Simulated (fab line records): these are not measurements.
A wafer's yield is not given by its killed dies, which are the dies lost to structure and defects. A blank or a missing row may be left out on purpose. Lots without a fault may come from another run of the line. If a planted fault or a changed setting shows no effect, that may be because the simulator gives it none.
2 desks, one fault    flow sky130    only its own numbers are on each desk; what lay behind them is given at the end

FOR THE TOOL OWNER'S DESK: pvd-sputter-01
The tool's own readings at SKY_METAL1_SPUTTER_00 (material Ti, target thk 15 nm, time 10 s): means of the sampled wafers that have a number, for each lot that ran on this tool. The brackets show how far a lot's mean lies from the usual mean; more than 4 standard deviations puts the lot out of limits, marked OUT.
Columns: A = chamber-pressure-pa at SKY_METAL1_SPUTTER_00, usual 0.3999 Pa; B = throttle-valve-pct at SKY_METAL1_SPUTTER_00, usual 29.5 %
lot   first seen here  A                 B
L300  day 34 20:24     0.3468 (-63) OUT  32.1
L301  day 34 22:29     0.3475 (-62) OUT  31.4
L310  day 38 03:13     0.3997            29.9
L311  day 38 23:02     0.3999            29.6
L312  day 39 05:06     0.3997            29.2
L316  day 39 17:04     0.3997            29.4
This desk's finding: out of limits on L300, L301; first on L300, day 34 20:24 (chamber-pressure-pa at SKY_METAL1_SPUTTER_00). L310, L311, L312, L316: within limits.

FROM THE METROLOGY DESK
What the gauges read for every lot (on any tool): the sampled wafers with a number, averaged. The brackets show how far a lot's mean lies from the usual mean; more than 4 standard deviations puts the lot out of limits, marked OUT.
Columns: A = cd-nm at SKY_LOCAL_INTERCONNECT_CD_MEAS_11, usual 169.6 nm; B = CONTACT_OVL at SKY_CONTACT_OVL_MEAS_15, usual -3 nm; C = METAL1_ALCU_THK at SKY_METAL1_THK_MEAS_06, usual 253 nm
lot   first seen here  A      B   C
L293  day 31 11:25     168.0  -2  254
L294  day 31 15:23     169.8  -7  248
L300  day 33 15:17     169.9  -2  255
L301  day 33 16:55     170.3  1   254
L307  day 35 19:35     172.1  -1  261
L308  day 36 03:32     168.5  -9  252
L310  day 36 21:43     169.3  -4  249
L311  day 37 18:37     170.2  -5  246
L314  day 37 21:40     167.3  4   254
L313  day 37 23:14     169.2  -6  256
L312  day 38 00:10     172.0  -2  253
L315  day 38 04:18     171.2  5   254
L316  day 38 12:10     169.0  -3  252
Result from this desk: across the 13 lots, nothing is out of limits.

TAKEN TOGETHER
An alarm could have come from the tool owner's desk at day 34 20:24, on L300, L301.
Nothing out of limits was seen by the metrology desk.
The metrology desk has L300, L301 on record, within its limits.
The lots listed all ran SKY_METAL1_SPUTTER_00 on pvd-sputter-01.

WHAT THE SIMULATOR HAD PUT IN
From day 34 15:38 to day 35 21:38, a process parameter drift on pvd-sputter-01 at SKY_METAL1_SPUTTER_00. The setting chamber-pressure-pa was moved by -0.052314, starting from 0.4. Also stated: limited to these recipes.
Shown lots that were struck: L300, L301.
Each desk's first reading out of limits, in hours after the fault started: the tool owner's desk, 5.
